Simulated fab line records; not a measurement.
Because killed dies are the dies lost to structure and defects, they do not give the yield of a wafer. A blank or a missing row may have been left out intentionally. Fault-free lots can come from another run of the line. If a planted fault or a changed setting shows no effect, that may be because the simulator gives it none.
Split-lot study | flow sky130 | 23 wafers read across 5 lots, on a route 708 steps long

## SPLIT DETAILS
At SKY_VIA3_CVD_21 (deposits W, target thk 390 nm, time 117.31 s), the setting pressure-torr was moved away from the recipe's 40 Torr on 15 of the 23 wafers read, by -14.3% to +11.8%. The other wafers ran this setting at the recipe's value.

## BETWEEN THE SPLIT AND THE READING: the file shows 1 step in between
- SKY_VIA3_RS_MEAS_22: measures by four-point-probe

## THE READING
VIA3_W_THK, in nm, at SKY_VIA3_THK_MEAS_23 (measures by xrf). Fault-free wafers of this fab line usually give 383 nm, standard deviation 5.4 nm.

wafer  | tool, chamber at the split | pressure-torr as run, Torr | against the recipe | VIA3_W_THK, nm | against lot-mates on the recipe
L075.1 | cvd-w-02, 0                | 37.08                      | -7.3%              | 368            | no lot-mate on the recipe
L075.2 | cvd-w-02, 1                | 37.08                      | -7.3%              | 367            | no lot-mate on the recipe
L075.3 | cvd-w-02, 1                | 37.08                      | -7.3%              | 366            | no lot-mate on the recipe
L075.4 | cvd-w-02, 0                | 37.08                      | -7.3%              | 364            | no lot-mate on the recipe
L075.5 | cvd-w-02, 0                | 37.08                      | -7.3%              | 370            | no lot-mate on the recipe
L078.2 | cvd-w-01, 0                | 34.29                      | -14.3%             | 355            | no lot-mate on the recipe
L078.3 | cvd-w-01, 1                | 34.29                      | -14.3%             | 356            | no lot-mate on the recipe
L078.4 | cvd-w-01, 0                | 34.29                      | -14.3%             | 353            | no lot-mate on the recipe
L078.5 | cvd-w-01, 0                | 34.29                      | -14.3%             | 359            | no lot-mate on the recipe
L078.6 | cvd-w-01, 1                | 34.29                      | -14.3%             | 363            | no lot-mate on the recipe
L079.2 | cvd-w-02, 1                | 40                         | recipe             | 376            | -
L079.3 | cvd-w-02, 0                | 40                         | recipe             | 378            | -
L079.4 | cvd-w-02, 1                | 40                         | recipe             | 383            | -
L079.5 | cvd-w-02, 1                | 40                         | recipe             | 377            | -
L079.6 | cvd-w-02, 0                | 40                         | recipe             | 381            | -
L080.2 | cvd-w-02, 1                | 44.71                      | +11.8%             | 403            | no lot-mate on the recipe
L080.3 | cvd-w-02, 0                | 44.71                      | +11.8%             | 404            | no lot-mate on the recipe
L080.4 | cvd-w-02, 1                | 44.71                      | +11.8%             | 403            | no lot-mate on the recipe
L080.5 | cvd-w-02, 0                | 44.71                      | +11.8%             | 406            | no lot-mate on the recipe
L080.6 | cvd-w-02, 1                | 44.71                      | +11.8%             | 408            | no lot-mate on the recipe
L084.1 | cvd-w-01, 1                | 40                         | recipe             | 387            | -
L084.3 | cvd-w-01, 1                | 40                         | recipe             | 384            | -
L084.6 | cvd-w-01, 0                | 40                         | recipe             | 380            | -

THE FIT
A straight line over all 23 wafers: VIA3_W_THK changes by +1.84 nm for each +1% of pressure-torr; r = +0.98; the points scatter about the line by 3.4 nm.
Too few moved wafers have a lot-mate on the recipe to fit a line with each lot's own level taken away.

## THE WHOLE CHAIN: every reading that the file lists as answering this split, in the file's order
step                 | what it does                                 | reading                                                                  | change (the file's fit)              | r (the file's)
SKY_VIA3_CVD_21      | deposits W, target thk 390 nm, time 117.31 s | W_of_VIA3_CVD_21.thk-nm (the simulator's own value, which no gauge read) | +1.94 nm for each +1% of the setting | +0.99
SKY_VIA3_RS_MEAS_22  | measures by four-point-probe                 | VIA3_W_RS                                                                | -0.00153 for each +1% of the setting | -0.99
SKY_VIA3_THK_MEAS_23 | measures by xrf                              | VIA3_W_THK                                                               | +1.85 for each +1% of the setting    | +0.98

## FILE'S OWN FIT
VIA3_W_THK changes by +1.85 nm for each +1% of pressure-torr, r = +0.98.
